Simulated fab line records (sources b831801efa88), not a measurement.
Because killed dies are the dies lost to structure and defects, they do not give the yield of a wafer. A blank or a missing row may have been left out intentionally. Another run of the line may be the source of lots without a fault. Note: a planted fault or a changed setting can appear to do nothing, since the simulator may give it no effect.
Which tool is to blame? | flow gf180mcu | 12 lots with 36 wafers sampled at 4 steps, on a route of 602 steps

WHAT THE GAUGES READ, wafer by wafer
GF_M5_CD_MEAS_07: target cd 280 nm.
lot  | measured     | on        | cd_nm (nm)
L436 | day 26 11:48 | cd_sem-01 | 280.1 280.6 282.8
L440 | day 27 11:02 | cd_sem-01 | 280.5 278.7 280.0
L441 | day 27 18:23 | cd_sem-02 | 280.4 279.7 279.8
L443 | day 28 16:20 | cd_sem-02 | 281.3 281.2 281.2
L444 | day 29 00:31 | cd_sem-01 | 281.8 280.6 279.8
L446 | day 29 11:40 | cd_sem-02 | 280.8 279.1 280.1
L447 | day 29 17:28 | cd_sem-01 | 281.5 279.8 279.7
L451 | day 30 22:20 | cd_sem-02 | 279.3 279.9 278.6
L455 | day 31 20:35 | cd_sem-02 | 271.9 276.9 266.0
L457 | day 32 06:55 | cd_sem-01 | 280.3 279.7 278.8
L458 | day 32 15:40 | cd_sem-01 | 280.7 278.6 279.2
L459 | day 32 17:30 | cd_sem-02 | 281.2 279.7 280.8

WHAT TOOL EACH LOT RAN ON (gives the tool, then ch and the chambers of the sampled wafers, and finally the start)
lot  | GF_MIM_SPUTTER_07            | GF_MIM_SPUTTER_08            | GF_M5_EXPOSE_04
L436 | pvd_sputter-04, day 24 16:23 | pvd_sputter-04, day 24 16:26 | krf_scanner-01 ch 0, day 26 01:25
L440 | pvd_sputter-01, day 25 17:37 | pvd_sputter-01, day 25 17:40 | krf_scanner-01 ch 0, day 27 01:27
L441 | pvd_sputter-04, day 26 00:55 | pvd_sputter-04, day 26 00:58 | krf_scanner-01 ch 0, day 27 09:06
L443 | pvd_sputter-01, day 27 00:25 | pvd_sputter-01, day 27 00:28 | krf_scanner-01 ch 0, day 28 07:22
L444 | pvd_sputter-02, day 27 08:11 | pvd_sputter-02, day 27 08:14 | krf_scanner-02 ch 0, day 28 14:56
L446 | pvd_sputter-01, day 27 21:01 | pvd_sputter-01, day 27 21:04 | krf_scanner-01 ch 0, day 29 02:23
L447 | pvd_sputter-01, day 28 03:11 | pvd_sputter-01, day 28 03:13 | krf_scanner-02 ch 0, day 29 08:15
L451 | pvd_sputter-02, day 29 09:04 | pvd_sputter-02, day 29 09:07 | krf_scanner-01 ch 0, day 30 13:46
L455 | pvd_sputter-02, day 30 09:07 | pvd_sputter-02, day 30 09:10 | krf_scanner-01 ch 0, day 31 12:11
L457 | pvd_sputter-01, day 30 20:21 | pvd_sputter-01, day 30 20:23 | krf_scanner-02 ch 0, day 31 22:38
L458 | pvd_sputter-01, day 31 05:44 | pvd_sputter-01, day 31 05:46 | krf_scanner-02 ch 0, day 32 08:26
L459 | pvd_sputter-01, day 31 07:01 | pvd_sputter-01, day 31 07:03 | krf_scanner-02 ch 0, day 32 09:29
- GF_MIM_SPUTTER_07: material TiN, target thk 60 nm, time 50 s.
- GF_MIM_SPUTTER_08: material AlCu, target thk 200 nm, time 10.6 s.
- GF_M5_EXPOSE_04: exposes mask Metal5, target cd 280 nm.

AS READ BY THE TOOLS THEMSELVES (means over the sampled wafers that have a number; for cases with no such wafer, the mark the record gives instead)
GF_MIM_SPUTTER_07.
lot  | tool           | throttle_valve_pct (%)
L436 | pvd_sputter-04 | 30.0
L440 | pvd_sputter-01 | 29.7
L441 | pvd_sputter-04 | 30.1
L443 | pvd_sputter-01 | 29.8
L444 | pvd_sputter-02 | 30.5
L446 | pvd_sputter-01 | 29.1
L447 | pvd_sputter-01 | 29.2
L451 | pvd_sputter-02 | 30.4
L455 | pvd_sputter-02 | 30.6
L457 | pvd_sputter-01 | 29.2
L458 | pvd_sputter-01 | 29.3
L459 | pvd_sputter-01 | 29.1

GF_MIM_SPUTTER_08.
lot  | tool           | throttle_valve_pct (%)
L436 | pvd_sputter-04 | 30.2
L440 | pvd_sputter-01 | 30.0
L441 | pvd_sputter-04 | 30.0
L443 | pvd_sputter-01 | 29.9
L444 | pvd_sputter-02 | 30.7
L446 | pvd_sputter-01 | 29.2
L447 | pvd_sputter-01 | 29.2
L451 | pvd_sputter-02 | 30.4
L455 | pvd_sputter-02 | 30.6
L457 | pvd_sputter-01 | 29.1
L458 | pvd_sputter-01 | 29.2
L459 | pvd_sputter-01 | 29.3

GF_M5_EXPOSE_04.
lot  | tool           | exposure_dose_mJ_cm2
L436 | krf_scanner-01 | 28.000
L440 | krf_scanner-01 | 28.032
L441 | krf_scanner-01 | 28.012
L443 | krf_scanner-01 | 27.977
L444 | krf_scanner-02 | 28.010
L446 | krf_scanner-01 | 27.982
L447 | krf_scanner-02 | 27.997
L451 | krf_scanner-01 | 28.053
L455 | krf_scanner-01 | 27.748
L457 | krf_scanner-02 | 28.000
L458 | krf_scanner-02 | 28.019
L459 | krf_scanner-02 | 28.008

THE ANSWER, worked out from the rows above alone
Rule: the lots themselves supply what counts as usual. The widest of any qualifying gaps counts: lots, ordered by their means at a reading, are off when they make up no more than a third of the lots, leave a main group of 4 or more, and stand apart from it by 3 or more times the standard deviation of that group's means. Not used: any main group whose means are identical at the precision the tables above print for the reading. A lot without any number at a reading at which 4 lots or more have one is off too. Where the step has rows for the other lots, those lots are counted as sound. First the gauges in route order, then the tools' own readings, where a lot's mean is used as printed above. At the first step where some lot is off, the reading lying furthest off is the one used; lots without a number count as furthest.
Off: L455, at GF_M5_CD_MEAS_07 (cd_nm). Main group: mean 280.2 nm, sd 0.64.
A tool fits if, at a process step before that reading, it ran every lot that is off, and no sound lot after the first of them. Not tried: the gauges at GF_M5_CD_MEAS_07; whatever is off there is also off at GF_M5_EXPOSE_04, on other tools, and gauge error can't account for it. This does not decide it: 2 tools fit, namely pvd_sputter-02 at GF_MIM_SPUTTER_07 and GF_MIM_SPUTTER_08 and krf_scanner-01 at GF_M5_EXPOSE_04.

WHAT HAD BEEN PUT IN BY THE SIMULATOR
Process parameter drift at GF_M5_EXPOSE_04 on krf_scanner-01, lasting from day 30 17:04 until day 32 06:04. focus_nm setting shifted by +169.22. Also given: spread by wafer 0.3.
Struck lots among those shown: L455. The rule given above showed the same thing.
